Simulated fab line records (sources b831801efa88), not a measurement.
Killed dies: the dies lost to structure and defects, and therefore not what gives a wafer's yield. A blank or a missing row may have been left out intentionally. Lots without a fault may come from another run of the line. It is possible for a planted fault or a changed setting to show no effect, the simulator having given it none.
Lot-split experiment + flow gf180mcu + 23 wafers read from 5 lots, route of 602 steps

== ABOUT THE SPLIT ==
At GF_HV_LDD_IMPLANT_21, the setting dose_cm2 was moved away from the recipe's 5e+13 on 5 of the 23 wafers read, by -17.9% to +9.8%. All remaining wafers had this setting at the recipe value.

== THE PATH FROM SPLIT TO READING: the file shows 1 step between them ==
- GF_HV_LDD_STRIP_22: strips in O2/N2

== THE READING ==
HV_LDD_2_TW, at GF_HV_LDD_TW_MEAS_23. Typical for fault-free wafers on this fab line: 1058, with standard deviation 15.

| wafer  | tool, chamber at the split | dose_cm2 as run | against the recipe | HV_LDD_2_TW | against lot-mates on the recipe |
|--------|----------------------------|-----------------|--------------------|-------------|---------------------------------|
| L080.1 | implanter-04, 0            | 4.106e+13       | -17.9%             | 997         | -69                             |
| L080.2 | implanter-04, 0            | 5e+13           | recipe             | 1068        | -                               |
| L080.3 | implanter-04, 0            | 5e+13           | recipe             | 1064        | -                               |
| L080.5 | implanter-04, 0            | 4.106e+13       | -17.9%             | 1002        | -64                             |
| L080.6 | implanter-04, 0            | 4.106e+13       | -17.9%             | 997         | -69                             |
| L082.1 | implanter-04, 0            | 5e+13           | recipe             | 1064        | -                               |
| L082.3 | implanter-04, 0            | 5e+13           | recipe             | 1068        | -                               |
| L082.4 | implanter-04, 0            | 5e+13           | recipe             | 1065        | -                               |
| L082.5 | implanter-04, 0            | 5e+13           | recipe             | 1061        | -                               |
| L082.6 | implanter-04, 0            | 5e+13           | recipe             | 1067        | -                               |
| L083.2 | implanter-04, 0            | 5e+13           | recipe             | 1072        | -                               |
| L083.3 | implanter-04, 0            | 5e+13           | recipe             | 1070        | -                               |
| L083.4 | implanter-04, 0            | 5e+13           | recipe             | 1065        | -                               |
| L083.5 | implanter-04, 0            | 5e+13           | recipe             | 1074        | -                               |
| L083.6 | implanter-04, 0            | 5e+13           | recipe             | 1065        | -                               |
| L084.3 | implanter-02, 0            | 5e+13           | recipe             | 1033        | -                               |
| L084.4 | implanter-02, 0            | 5e+13           | recipe             | 1028        | -                               |
| L084.6 | implanter-02, 0            | 5e+13           | recipe             | 1036        | -                               |
| L085.2 | implanter-01, 0            | 5.49e+13        | +9.8%              | 1099        | +32                             |
| L085.3 | implanter-01, 0            | 5.49e+13        | +9.8%              | 1098        | +31                             |
| L085.4 | implanter-01, 0            | 5e+13           | recipe             | 1069        | -                               |
| L085.5 | implanter-01, 0            | 5e+13           | recipe             | 1068        | -                               |
| L085.6 | implanter-01, 0            | 5e+13           | recipe             | 1065        | -                               |

FIT RESULTS
A straight line over all 23 wafers: HV_LDD_2_TW changes by +3.56 for each +1% of dose_cm2; r = +0.90; the points scatter about the line by 12.
The same after taking each lot's own level away (the mean of its wafers on the recipe; 23 wafers): +3.65 for each +1%; r = +0.99; scatter 3.1.
The reading moves by 65 for the largest change in dose_cm2, on that fit.
Measured against the standard deviation above, the lots' own levels, which go from 1032.3 to 1069.2, span 2.5 times it.
Hence the lot-to-lot level has little effect on the slope; both slopes agree.
Check: with one of the wafers moved furthest among these (-17.9%) left out of the fit, the line predicts -64.7 for it against its lot-mates. It came out at -69 against them.

== FILE'S OWN FIT ==
HV_LDD_2_TW changes by +3.64 for each +1% of dose_cm2, r = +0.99.
